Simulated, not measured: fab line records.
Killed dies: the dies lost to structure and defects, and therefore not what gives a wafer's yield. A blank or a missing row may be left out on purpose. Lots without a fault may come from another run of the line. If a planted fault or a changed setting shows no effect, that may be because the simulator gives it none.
fab line records	flow sfq-line
record lots=15	wafers=45	last-day=84
route steps=325 shown L0@3 M3@129 JJ@182
lots that met no fault: taken from a fault-free run of the same line
start-h: hours from the record's opening day to when the first of the lot's shown wafers began	wait-h: hours from the lot's prior step to this one	" the same as in the row above	L1.1+2: a row that stands for several wafers	- value missing, or start not given	* or withheld: withheld	< > ~ a bound
route shown NAME@n: NAME is a module with steps in the file, n the number in the route of the first one	usual: the fault-free wafers' mean and standard deviation	same: alike in all rows	chamber/n: place in a boat	sites: readings site by site	_std_site: the values' standard deviation	_edge_site: mean of outer sites minus mean of inner sites	radius-mm: how far each site lies from the wafer's centre	mask NAME#n: copy n	behind: the most recent tool/chamber to have shaped the wafer	hold: why the lot went on hold/how many hours it stayed there/how the hold came to an end	device: the transistor (n, p or np) that didn't switch	end of line: tests of these same wafers at the route's end	step lacking rows: just its recipe	killed: dies that structure and defects cost at the first sort, which is not the same as the wafer's yield	map: dies across one wafer; x = killed, . = not, _ = none there
set.NAME: the run value of the setting; set.NAME@STEP: its run value at that earlier step	model.NAME: the simulator's own value behind a step, which no gauge read
steps of the route over a sample of lots; a table a step, a row a wafer
services: a tool's chamber out of use, with start hour (start-h, from the record's first day; less than 0 if before it), hours out, and reason
## steps
# step SFQ_TRILAYER_L0_DEP_SPUTTER_003
# recipe material=MoNx_KI	base-pressure-pa=1.33e-06	target-thk-nm=40	power-w=800	time-s=100	chamber-pressure-pa=0.4188
# usual base-pressure-pa=1.33e-06/8.3e-08	cathode-dc-power-W=800.00/0.14	throttle-valve-pct=30.7/1	time-s=100/0
lot.wafer	tool	chamber	start-h	wait-h	base-pressure-pa	cathode-dc-power-W	throttle-valve-pct	time-s
L975.2	pvd-sputter-04	-	12.49	0.0	1.39e-06	799.94	29.9	100
L975.5	"	-	"	"	1.32e-06	800.08	30.2	100
L975.6	"	-	"	"	1.38e-06	799.91	30.4	100
L977.1	pvd-sputter-03	-	22.49	0.0	1.36e-06	799.74	30.7	100
L977.2	"	-	"	"	1.34e-06	799.84	29.7	100
L977.5	"	-	"	"	1.38e-06	799.87	30.4	100
L978.2	pvd-sputter-03	-	27.49	0.0	1.53e-06	799.99	30.5	100
L978.3	"	-	"	"	1.16e-06	799.93	31.7	100
L978.4	"	-	"	"	1.41e-06	800.06	29.8	100
L979.4	pvd-sputter-03	-	32.49	0.0	1.32e-06	799.76	29.9	100
L979.5	"	-	"	"	1.25e-06	800.11	31.8	100
L979.6	"	-	"	"	1.29e-06	800.05	31.0	100
L980.2	pvd-sputter-04	-	37.49	0.0	1.23e-06	800.00	29.9	100
L980.4	"	-	"	"	1.24e-06	800.10	33.5	100
L980.5	"	-	"	"	1.38e-06	799.81	30.5	100
L984.3	pvd-sputter-04	-	57.49	0.0	-	-	-	-
L984.5	"	-	"	"	-	-	-	-
L984.6	"	-	"	"	-	-	-	-
L985.2	pvd-sputter-03	-	62.49	0.0	-	-	-	-
L985.5	"	-	"	"	-	-	-	-
L985.6	"	-	"	"	-	-	-	-
L986.4	pvd-sputter-04	-	67.49	0.0	-	-	-	-
L986.5	"	-	"	"	-	-	-	-
L986.6	"	-	"	"	-	-	-	-
L990.3	pvd-sputter-05	-	87.49	0.0	1.39e-06	799.92	29.7	100
L990.4	"	-	"	"	1.43e-06	799.95	29.7	100
L990.6	"	-	"	"	1.33e-06	799.58	29.7	100
L991.1	pvd-sputter-03	-	92.49	0.0	1.45e-06	799.89	30.9	100
L991.3	"	-	"	"	1.34e-06	799.83	30.6	100
L991.5	"	-	"	"	1.38e-06	799.84	31.7	100
L992.2	pvd-sputter-03	-	97.49	0.0	1.19e-06	799.98	31.7	100
L992.4	"	-	"	"	1.35e-06	799.90	30.5	100
L992.6	"	-	"	"	1.11e-06	799.95	31.5	100
L993.3	pvd-sputter-04	-	102.49	0.0	1.26e-06	800.07	33.3	100
L993.4	"	-	"	"	1.38e-06	800.12	30.7	100
L993.6	"	-	"	"	1.2e-06	800.03	30.4	100
L996.2	pvd-sputter-05	-	117.49	0.0	1.39e-06	799.99	29.9	100
L996.4	"	-	"	"	1.38e-06	799.71	31.6	100
L996.5	"	-	"	"	1.35e-06	799.98	29.8	100
L997.2	pvd-sputter-03	-	122.49	0.0	1.45e-06	799.94	29.7	100
L997.3	"	-	"	"	1.3e-06	799.93	31.5	100
L997.5	"	-	"	"	1.31e-06	799.75	30.8	100
L998.1	pvd-sputter-05	-	127.49	0.0	1.3e-06	800.26	29.7	100
L998.4	"	-	"	"	1.35e-06	800.41	31.7	100
L998.5	"	-	"	"	1.29e-06	799.96	31.6	100
# step SFQ_L0_RS_MEAS_901
# recipe thk-meas-gauge=four-point-probe	reads=MoNx_KI_of_TRILAYER_L0_DEP_SPUTTER_003
# usual L0_MONX_KI_RS=43.6/0.4
lot.wafer	tool	chamber	start-h	wait-h	L0_MONX_KI_RS[ohm/sq]
L975.2	film-metro-01	-	12.58	0.1	43.3
L975.5	"	-	"	"	43.1
L975.6	"	-	"	"	43.5
L977.1	film-metro-04	-	22.56	0.0	44.3
L977.2	"	-	"	"	44.1
L977.5	"	-	"	"	43.6
L978.2	film-metro-01	-	27.58	0.1	43.4
L978.3	"	-	"	"	43.2
L978.4	"	-	"	"	43.4
L979.4	film-metro-01	-	32.62	0.1	43.0
L979.5	"	-	"	"	42.7
L979.6	"	-	"	"	43.0
L980.2	film-metro-04	-	37.58	0.1	43.7
L980.4	"	-	"	"	43.8
L980.5	"	-	"	"	43.9
L984.3	film-metro-04	-	57.60	0.1	-
L984.5	"	-	"	"	-
L984.6	"	-	"	"	-
L985.2	film-metro-02	-	62.58	0.1	-
L985.5	"	-	"	"	-
L985.6	"	-	"	"	-
L986.4	film-metro-02	-	67.62	0.1	-
L986.5	"	-	"	"	-
L986.6	"	-	"	"	-
L990.3	film-metro-01	-	87.60	0.1	44.0
L990.4	"	-	"	"	43.9
L990.6	"	-	"	"	43.6
L991.1	film-metro-01	-	92.56	0.0	44.4
L991.3	"	-	"	"	44.3
L991.5	"	-	"	"	43.9
L992.2	film-metro-04	-	97.58	0.1	43.4
L992.4	"	-	"	"	43.4
L992.6	"	-	"	"	43.0
L993.3	film-metro-04	-	102.60	0.1	43.0
L993.4	"	-	"	"	43.7
L993.6	"	-	"	"	43.5
L996.2	film-metro-02	-	117.58	0.1	43.1
L996.4	"	-	"	"	43.1
L996.5	"	-	"	"	43.2
L997.2	film-metro-02	-	122.58	0.1	43.9
L997.3	"	-	"	"	43.7
L997.5	"	-	"	"	44.1
L998.1	film-metro-04	-	127.56	0.0	44.0
L998.4	"	-	"	"	44.0
L998.5	"	-	"	"	43.9
# step SFQ_L0_THK_MEAS_902
# recipe thk-meas-gauge=xrf	reads=MoNx_KI_of_TRILAYER_L0_DEP_SPUTTER_003
# usual L0_MONX_KI_THK=39.6/0.37
lot.wafer	tool	chamber	start-h	wait-h	L0_MONX_KI_THK[nm]
L975.2	film-metro-01	-	12.69	0.1	39.7
L975.5	"	-	"	"	39.9
L975.6	"	-	"	"	39.4
L977.1	film-metro-04	-	22.68	0.1	39.1
L977.2	"	-	"	"	39.2
L977.5	"	-	"	"	39.8
L978.2	film-metro-01	-	27.69	0.1	39.9
L978.3	"	-	"	"	39.9
L978.4	"	-	"	"	39.7
L979.4	film-metro-01	-	32.71	0.1	40.1
L979.5	"	-	"	"	40.0
L979.6	"	-	"	"	40.2
L980.2	film-metro-04	-	37.69	0.1	39.7
L980.4	"	-	"	"	39.3
L980.5	"	-	"	"	39.2
L984.3	film-metro-04	-	57.70	0.1	<0.0
L984.5	"	-	"	"	<0.0
L984.6	"	-	"	"	<0.0
L985.2	film-metro-02	-	62.69	0.1	<0.0
L985.5	"	-	"	"	<0.0
L985.6	"	-	"	"	<0.0
L986.4	film-metro-02	-	67.71	0.1	<0.0
L986.5	"	-	"	"	<0.0
L986.6	"	-	"	"	<0.0
L990.3	film-metro-01	-	87.70	0.1	39.2
L990.4	"	-	"	"	39.5
L990.6	"	-	"	"	39.6
L991.1	film-metro-01	-	92.68	0.1	38.8
L991.3	"	-	"	"	38.8
L991.5	"	-	"	"	39.3
L992.2	film-metro-04	-	97.69	0.1	40.0
L992.4	"	-	"	"	39.8
L992.6	"	-	"	"	40.2
L993.3	film-metro-04	-	102.70	0.1	40.1
L993.4	"	-	"	"	39.7
L993.6	"	-	"	"	39.8
L996.2	film-metro-02	-	117.69	0.1	40.1
L996.4	"	-	"	"	39.7
L996.5	"	-	"	"	40.0
L997.2	film-metro-02	-	122.69	0.1	39.2
L997.3	"	-	"	"	39.6
L997.5	"	-	"	"	39.0
L998.1	film-metro-04	-	127.68	0.1	39.3
L998.4	"	-	"	"	39.3
L998.5	"	-	"	"	39.5
# step SFQ_TRILAYER_L0_BARC_OPEN_METAL_ETCH_010
# recipe mask-material=PR	chemistry=O2	target-depth-nm=125	target=BARC	icp-w=600	bias-w=80	pressure-mtorr=10	time-s=41.7
# usual drypump-motor-current-A=5.4/0.38	oes-product-au=0.685/0.0042	rf-fwd-power-W=594.1/2.2
# same time-s=41.7
lot.wafer	tool	chamber	start-h	wait-h	drypump-motor-current-A	oes-product-au	rf-fwd-power-W	rf-hours-counter-h
L975.2	rie-metal-02	0	61.16	0.1	4.7	0.682	594.5	166
L975.5	"	1	"	"	5.4	0.684	595.0	-
L975.6	"	0	"	"	4.7	0.679	592.6	-
L977.1	rie-metal-03	1	74.36	0.1	5.3	0.677	591.4	35
L977.2	"	0	"	"	5.5	0.684	594.6	109
L977.5	"	1	"	"	5.3	0.688	594.6	-
L978.2	rie-metal-04	1	79.91	0.1	5.7	0.682	591.5	169
L978.3	"	1	"	"	5.7	0.685	593.0	-
L978.4	"	0	"	"	6.1	0.678	594.3	-
L979.4	rie-metal-04	1	82.37	0.1	5.7	0.683	596.1	-
L979.5	"	1	"	"	5.6	0.689	594.3	-
L979.6	"	1	"	"	5.6	0.678	594.0	-
L980.2	rie-metal-02	1	83.79	0.1	5.4	0.692	598.9	168
L980.4	"	0	"	"	4.7	0.686	592.8	-
L980.5	"	0	"	"	4.7	0.688	595.6	-
L984.3	rie-metal-02	1	107.33	0.1	5.4	0.686	596.6	-
L984.5	"	1	"	"	5.4	0.691	595.8	-
L984.6	"	0	"	"	4.7	0.680	593.7	-
L985.2	rie-metal-04	1	110.91	0.1	5.7	0.691	590.1	178
L985.5	"	0	"	"	6.2	0.687	594.3	-
L985.6	"	1	"	"	5.6	0.678	593.3	-
L986.4	rie-metal-03	0	116.93	0.1	5.5	0.687	594.7	-
L986.5	"	1	"	"	5.3	0.683	592.8	-
L986.6	"	0	"	"	5.5	0.687	594.7	-
L990.3	rie-metal-04	1	139.84	0.1	5.7	0.686	594.4	-
L990.4	"	0	"	"	6.1	0.684	593.5	-
L990.6	"	1	"	"	5.7	0.684	592.1	-
L991.1	rie-metal-03	1	142.22	0.1	5.3	0.682	596.4	47
L991.3	"	0	"	"	5.5	0.686	599.7	-
L991.5	"	1	"	"	5.3	0.682	590.9	-
L992.2	rie-metal-02	1	149.42	0.1	5.4	0.685	596.2	180
L992.4	"	0	"	"	4.7	0.678	596.6	-
L992.6	"	0	"	"	4.7	0.684	597.0	-
L993.3	rie-metal-03	0	154.24	0.1	5.5	0.682	597.1	-
L993.4	"	1	"	"	5.3	0.685	591.0	-
L993.6	"	1	"	"	5.3	0.692	591.4	-
L996.2	rie-metal-04	1	173.79	0.1	5.7	0.682	593.9	190
L996.4	"	0	"	"	6.1	0.691	594.0	-
L996.5	"	1	"	"	5.6	0.675	594.0	-
L997.2	rie-metal-04	0	178.22	0.1	6.1	0.687	595.0	15
L997.3	"	1	"	"	5.7	0.685	594.2	-
L997.5	"	0	"	"	6.1	0.690	593.9	-
L998.1	rie-metal-03	1	183.02	0.1	5.3	0.682	592.0	55
L998.4	"	1	"	"	5.3	0.681	595.2	-
L998.5	"	1	"	"	5.3	0.686	592.8	-
# step SFQ_TRILAYER_L0_ETCH_METAL_ETCH_008
# recipe target=MoNx_KI	stop-on=SiO2	mask-material=PR	chemistry=SF6/O2	target-depth-nm=50	icp-w=582.9	bias-w=80	pressure-mtorr=10	time-s=25
# usual drypump-motor-current-A=5.4/0.37	oes-product-au=0.873/0.0062	rf-fwd-power-W=575.0/2.5
# same time-s=25
lot.wafer	tool	chamber	start-h	wait-h	drypump-motor-current-A	oes-product-au	rf-fwd-power-W	rf-hours-counter-h
L975.2	rie-metal-02	0	61.22	0.0	4.7	0.869	573.4	166
L975.5	"	1	"	"	5.4	0.876	579.1	-
L975.6	"	0	"	"	4.7	0.862	572.7	-
L977.1	rie-metal-03	1	74.42	0.0	5.3	0.864	569.4	35
L977.2	"	0	"	"	5.5	0.870	577.7	109
L977.5	"	1	"	"	5.3	0.871	571.6	-
L978.2	rie-metal-04	1	79.97	0.0	5.7	0.881	573.7	169
L978.3	"	1	"	"	5.6	0.880	575.2	-
L978.4	"	0	"	"	6.1	0.878	575.8	-
L979.4	rie-metal-04	1	82.47	0.1	5.6	0.880	575.9	-
L979.5	"	1	"	"	5.6	0.883	574.3	-
L979.6	"	1	"	"	5.6	0.877	576.5	-
L980.2	rie-metal-02	1	83.85	0.0	5.4	0.881	576.2	168
L980.4	"	0	"	"	4.7	0.872	577.0	-
L980.5	"	0	"	"	4.7	0.876	577.6	-
L984.3	rie-metal-02	1	107.38	0.0	5.4	0.969	577.3	-
L984.5	"	1	"	"	5.4	0.979	578.3	-
L984.6	"	0	"	"	4.7	0.978	572.8	-
L985.2	rie-metal-04	1	110.97	0.0	5.6	0.987	578.7	178
L985.5	"	0	"	"	6.1	0.987	574.4	-
L985.6	"	1	"	"	5.7	0.991	578.6	-
L986.4	rie-metal-03	0	116.98	0.0	5.5	0.982	578.2	-
L986.5	"	1	"	"	5.3	0.983	573.0	-
L986.6	"	0	"	"	5.5	0.981	579.8	-
L990.3	rie-metal-04	1	139.89	0.0	5.7	0.861	573.2	-
L990.4	"	0	"	"	6.1	0.871	576.8	-
L990.6	"	1	"	"	5.6	0.871	569.4	-
L991.1	rie-metal-03	1	142.28	0.0	5.3	0.859	571.9	47
L991.3	"	0	"	"	5.5	0.858	574.7	-
L991.5	"	1	"	"	5.3	0.868	571.9	-
L992.2	rie-metal-02	1	149.48	0.0	5.4	0.876	579.6	180
L992.4	"	0	"	"	4.7	0.870	574.1	-
L992.6	"	0	"	"	4.7	0.876	570.9	-
L993.3	rie-metal-03	0	154.29	0.0	5.5	0.881	577.6	-
L993.4	"	1	"	"	5.3	0.875	573.8	-
L993.6	"	1	"	"	5.3	0.869	572.9	-
L996.2	rie-metal-04	1	173.85	0.0	5.6	0.885	574.5	190
L996.4	"	0	"	"	6.1	0.876	575.6	-
L996.5	"	1	"	"	5.6	0.880	577.0	-
L997.2	rie-metal-04	0	178.30	0.1	6.2	0.860	576.1	15
L997.3	"	1	"	"	5.6	0.873	574.9	-
L997.5	"	0	"	"	6.1	0.871	573.8	-
L998.1	rie-metal-03	1	183.14	0.1	5.3	0.865	573.0	55
L998.4	"	1	"	"	5.3	0.861	573.4	-
L998.5	"	1	"	"	5.3	0.868	571.3	-
# step SFQ_TRILAYER_M3_BARC_OPEN_METAL_ETCH_100
# recipe mask-material=PR	chemistry=O2	target-depth-nm=125	target=BARC	icp-w=600	bias-w=80	pressure-mtorr=10	time-s=41.7
# usual drypump-motor-current-A=5.6/0.43	oes-product-au=0.685/0.005	rf-fwd-power-W=594.0/2.2
# same time-s=41.7
lot.wafer	tool	chamber	start-h	wait-h	drypump-motor-current-A	oes-product-au	rf-fwd-power-W	rf-hours-counter-h
L975.2	rie-metal-04	1	639.84	0.0	5.6	0.687	592.9	71
L975.5	"	1	"	"	5.7	0.680	590.8	-
L975.6	"	0	"	"	6.1	0.680	594.5	-
L977.1	rie-metal-03	1	655.44	0.0	5.3	0.687	593.1	140
L977.2	"	0	"	"	5.5	0.688	596.5	33
L977.5	"	0	"	"	5.5	0.678	593.3	-
L978.2	rie-metal-03	1	662.01	0.0	5.3	0.693	589.9	141
L978.3	"	0	"	"	5.5	0.692	593.6	-
L978.4	"	1	"	"	5.3	0.679	591.9	-
L979.4	rie-metal-04	0	674.66	0.0	6.1	0.690	594.0	-
L979.5	"	1	"	"	5.7	0.686	593.9	-
L979.6	"	0	"	"	6.1	0.677	597.8	-
L980.2	rie-metal-03	1	678.24	0.0	5.3	0.677	590.8	144
L980.4	"	1	"	"	5.3	0.685	593.2	-
L980.5	"	0	"	"	5.5	0.682	594.0	-
L984.3	rie-metal-02	0	746.76	0.0	4.7	0.681	592.9	-
L984.5	"	1	"	"	5.4	0.687	598.3	-
L984.6	"	0	"	"	4.7	0.693	594.1	-
L985.2	rie-metal-04	0	754.69	0.0	6.1	0.686	594.3	130
L985.5	"	1	"	"	5.6	0.689	594.4	-
L985.6	"	0	"	"	6.1	0.683	592.8	-
L986.4	rie-metal-02	0	758.31	0.0	4.7	0.687	594.4	-
L986.5	"	0	"	"	4.7	0.686	594.0	-
L986.6	"	1	"	"	5.4	0.680	598.3	-
L990.3	rie-metal-03	0	794.86	0.0	5.5	0.680	596.0	-
L990.4	"	1	"	"	5.3	0.678	594.2	-
L990.6	"	0	"	"	5.5	0.688	594.3	-
L991.1	rie-metal-04	0	798.44	0.0	6.1	0.682	593.3	138
L991.3	"	0	"	"	6.2	0.678	593.0	-
L991.5	"	0	"	"	6.2	0.694	593.1	-
L992.2	rie-metal-02	1	811.64	0.0	5.4	0.681	597.8	86
L992.4	"	0	"	"	4.7	0.687	592.1	-
L992.6	"	0	"	"	4.7	0.679	592.5	-
L993.3	rie-metal-04	0	816.46	0.0	6.1	0.691	595.3	-
L993.4	"	1	"	"	5.7	0.687	592.0	-
L993.6	"	1	"	"	5.7	0.688	593.9	-
L996.2	rie-metal-04	1	827.24	0.0	5.7	0.682	592.5	109
L996.4	"	1	"	"	5.7	0.691	594.4	-
L996.5	"	0	"	"	6.1	0.687	593.6	-
L997.2	rie-metal-02	1	833.24	0.0	5.4	0.691	599.2	90
L997.3	"	0	"	"	4.7	0.689	593.7	-
L997.5	"	1	"	"	5.4	0.684	594.2	-
L998.1	rie-metal-02	0	835.64	0.0	4.7	0.679	597.0	100
L998.4	"	0	"	"	4.7	0.689	596.2	-
L998.5	"	1	"	"	5.4	0.684	597.9	-
# step SFQ_TRILAYER_JJ_TRILAYER_DEP_SPUTTER_112
# recipe material=Nb	base-pressure-pa=1.33e-06	chamber-pressure-pa=0.1333	substrate-temp-c=20	target-thk-nm=170	power-w=2000	time-s=113.3
# usual base-pressure-pa=1.33e-06/7.7e-08	cathode-dc-power-W=2000.0/0.37	throttle-valve-pct=30.5/0.99
# same time-s=113.3
lot.wafer	tool	chamber	start-h	wait-h	base-pressure-pa	cathode-dc-power-W	throttle-valve-pct
L975.2	pvd-sputter-03	-	865.87	0.5	1.43e-06	2000.0	31.5
L975.5	"	-	"	"	1.35e-06	2000.5	31.6
L975.6	"	-	"	"	1.38e-06	2000.0	29.9
L977.1	pvd-sputter-06	-	885.81	0.5	1.29e-06	2000.2	32.3
L977.2	"	-	"	"	1.33e-06	1999.9	30.8
L977.5	"	-	"	"	1.29e-06	1999.8	29.0
L978.2	pvd-sputter-05	-	893.01	0.5	1.42e-06	2000.0	29.9
L978.3	"	-	"	"	1.37e-06	1999.8	29.4
L978.4	"	-	"	"	1.37e-06	2000.5	31.6
L979.4	pvd-sputter-06	-	899.02	0.5	1.33e-06	2000.6	30.8
L979.5	"	-	"	"	1.34e-06	2000.5	32.4
L979.6	"	-	"	"	1.39e-06	2000.6	29.9
L980.2	pvd-sputter-06	-	903.82	0.5	1.23e-06	1999.8	30.7
L980.4	"	-	"	"	1.23e-06	2000.1	28.8
L980.5	"	-	"	"	1.42e-06	1999.8	30.8
L984.3	pvd-sputter-03	-	969.94	0.5	1.33e-06	1999.9	30.2
L984.5	"	-	"	"	1.32e-06	1999.6	30.7
L984.6	"	-	"	"	1.34e-06	1999.9	31.5
L985.2	pvd-sputter-06	-	976.54	0.5	1.24e-06	1999.7	30.5
L985.5	"	-	"	"	1.35e-06	1999.3	29.3
L985.6	"	-	"	"	1.37e-06	2000.1	30.7
L986.4	pvd-sputter-05	-	981.94	0.5	1.32e-06	2000.0	29.8
L986.5	"	-	"	"	1.43e-06	1999.7	29.5
L986.6	"	-	"	"	1.39e-06	2000.0	30.0
L990.3	pvd-sputter-03	-	1046.70	0.5	1.27e-06	1999.9	29.6
L990.4	"	-	"	"	1.25e-06	2000.0	30.2
L990.6	"	-	"	"	1.34e-06	2000.0	31.3
L991.1	pvd-sputter-06	-	1192.24	0.5	1.33e-06	1999.2	29.0
L991.3	"	-	"	"	1.29e-06	2000.2	30.8
L991.5	"	-	"	"	1.28e-06	2000.2	32.3
L992.2	pvd-sputter-05	-	1206.65	0.5	1.25e-06	2000.3	31.7
L992.4	"	-	"	"	1.41e-06	1999.7	29.9
L992.6	"	-	"	"	1.25e-06	2000.4	30.1
L993.3	pvd-sputter-03	-	1210.25	0.5	1.24e-06	2000.3	30.4
L993.4	"	-	"	"	1.21e-06	2000.1	30.8
L993.6	"	-	"	"	1.33e-06	1999.5	29.7
L996.2	pvd-sputter-06	-	1250.99	0.5	1.49e-06	1999.9	29.7
L996.4	"	-	"	"	1.29e-06	2000.2	29.0
L996.5	"	-	"	"	1.28e-06	1999.9	30.5
L997.2	pvd-sputter-03	-	1265.34	0.5	1.29e-06	1999.7	29.8
L997.3	"	-	"	"	1.31e-06	1999.7	30.4
L997.5	"	-	"	"	1.33e-06	1999.8	29.8
L998.1	pvd-sputter-05	-	1268.34	0.5	1.28e-06	2000.1	31.6
L998.4	"	-	"	"	1.24e-06	2000.4	30.0
L998.5	"	-	"	"	1.31e-06	2000.2	29.9
## services
tool	chamber	start-h	hours	kind
rie-metal-04	0	7.33	7.3	repair
rie-metal-03	0	70.39	1.2	repair
rie-metal-04	-	101.61	0.8	repair
rie-metal-04	-	113.24	1.4	pm
rie-metal-02	1	161.31	9.9	repair
rie-metal-03	0	176.64	8.9	repair
rie-metal-03	-	199.59	1.2	repair
rie-metal-03	-	227.05	0.3	repair
rie-metal-02	-	250.08	14.6	pm
rie-metal-03	0	259.94	22.7	repair
rie-metal-02	-	264.68	2.8	pm
rie-metal-03	-	276.41	28.1	pm
rie-metal-03	-	324.33	2.8	pm
rie-metal-04	-	357.87	6.5	repair
rie-metal-03	0	359.94	11.6	repair
rie-metal-02	-	428.97	1.4	pm
rie-metal-02	-	473.13	0.7	repair
rie-metal-04	-	552.34	2.8	pm
rie-metal-03	1	554.65	3.9	repair
rie-metal-03	-	858.02	0.4	repair
rie-metal-03	0	858.34	4.4	repair
rie-metal-04	-	1020.17	1.4	repair
rie-metal-04	0	1137.44	3.5	repair
rie-metal-03	-	1230.41	1.4	pm
## key
first-sign step=SFQ_TRILAYER_L0_DEP_SPUTTER_003	reading=tool-record	direction=missing
effect step=SFQ_L0_RS_MEAS_901	reading=L0_MONX_KI_RS	direction=missing
effect step=SFQ_L0_THK_MEAS_902	reading=L0_MONX_KI_THK	direction=down	sigmas=99+	usual=39.6	struck=<0.0
effect step=SFQ_TRILAYER_L0_ETCH_METAL_ETCH_008	reading=oes-product-au	direction=up	sigmas=18	usual=0.873	struck=0.982
met-at SFQ_TRILAYER_L0_DEP_SPUTTER_003
struck-lots L984,L985,L986
not-acting-at SFQ_TRILAYER_L0_BARC_OPEN_METAL_ETCH_010,SFQ_TRILAYER_M3_BARC_OPEN_METAL_ETCH_100,SFQ_TRILAYER_JJ_TRILAYER_DEP_SPUTTER_112
onset-between 37.49 57.49
fault kind=skipped-step-whole	tool=pvd-sputter-03,pvd-sputter-04	chamber=-	onset-h=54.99	steps=SFQ_TRILAYER_L0_DEP_SPUTTER_003	scope=struck-lots-only
